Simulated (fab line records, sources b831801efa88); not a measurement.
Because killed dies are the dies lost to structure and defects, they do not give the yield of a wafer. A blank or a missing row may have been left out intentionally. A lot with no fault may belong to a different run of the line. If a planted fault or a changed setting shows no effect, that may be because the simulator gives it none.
Which tool did it? / flow gf180mcu / 21 wafers from 7 lots sampled at 3 of the route's 602 steps

WHAT EACH GAUGE READ, for each wafer
GF_M3_THK_MEAS_06: measures by xrf.
lot=L569; measured=day 20 16:38; on=filmMetro-04; M3_ALCU_THK (nm)=449 451 452
lot=L571; measured=day 21 12:20; on=filmMetro-01; M3_ALCU_THK (nm)=453 456 451
lot=L574; measured=day 22 17:44; on=filmMetro-01; M3_ALCU_THK (nm)=444 444 445
lot=L577; measured=day 23 16:51; on=filmMetro-03; M3_ALCU_THK (nm)=448 452 449
lot=L581; measured=day 25 04:03; on=filmMetro-03; M3_ALCU_THK (nm)=447 446 452
lot=L586; measured=day 26 16:09; on=filmMetro-01; M3_ALCU_THK (nm)=444 448 446
lot=L590; measured=day 27 17:17; on=filmMetro-03; M3_ALCU_THK (nm)=456 457 453

WHAT TOOL EACH LOT RAN ON (gives the tool, then ch and the chambers of the sampled wafers, and finally the start)
lot=L569; GF_DUAL_GATE_EXPOSE_08=ilineStepper-02 ch 0, day 8 06:28; GF_M3_SPUTTER_03=pvdSputter-02, day 20 16:26
lot=L571; GF_DUAL_GATE_EXPOSE_08=ilineStepper-01 ch 0, day 8 18:23; GF_M3_SPUTTER_03=pvdSputter-04, day 21 12:09
lot=L574; GF_DUAL_GATE_EXPOSE_08=ilineStepper-02 ch 0, day 9 14:52; GF_M3_SPUTTER_03=pvdSputter-04, day 22 17:33
lot=L577; GF_DUAL_GATE_EXPOSE_08=ilineStepper-02 ch 0, day 10 12:00; GF_M3_SPUTTER_03=pvdSputter-02, day 23 16:40
lot=L581; GF_DUAL_GATE_EXPOSE_08=ilineStepper-02 ch 0, day 11 19:03; GF_M3_SPUTTER_03=pvdSputter-04, day 25 03:52
lot=L586; GF_DUAL_GATE_EXPOSE_08=ilineStepper-01 ch 0, day 13 00:57; GF_M3_SPUTTER_03=pvdSputter-04, day 26 15:57
lot=L590; GF_DUAL_GATE_EXPOSE_08=ilineStepper-01 ch 0, day 14 06:14; GF_M3_SPUTTER_03=pvdSputter-03, day 27 17:06
- GF_DUAL_GATE_EXPOSE_08: exposes mask Dualgate, target cd 700 nm.
- GF_M3_SPUTTER_03: material Ti, target thk 10 nm, time 6.7 s.

THE ANSWER, worked out from the rows above alone
Rule: the usual values come from the lots themselves. Put in order of their means at a reading, lots are off if they are a third of the lots or fewer, leave a main group of 4 or more, and stand apart from it by a gap of 3 or more times the standard deviation of the main group's means; of several such gaps the widest counts. The tables above print the reading to a certain number of digits; a main group whose means all agree to those digits is not used. Also off: a lot with no number at a reading for which 4 or more lots have one. The other lots that the step has rows for count as sound.
No lot is off at any reading shown: from this, nothing can be told.

WHAT THE SIMULATOR HAD PUT IN
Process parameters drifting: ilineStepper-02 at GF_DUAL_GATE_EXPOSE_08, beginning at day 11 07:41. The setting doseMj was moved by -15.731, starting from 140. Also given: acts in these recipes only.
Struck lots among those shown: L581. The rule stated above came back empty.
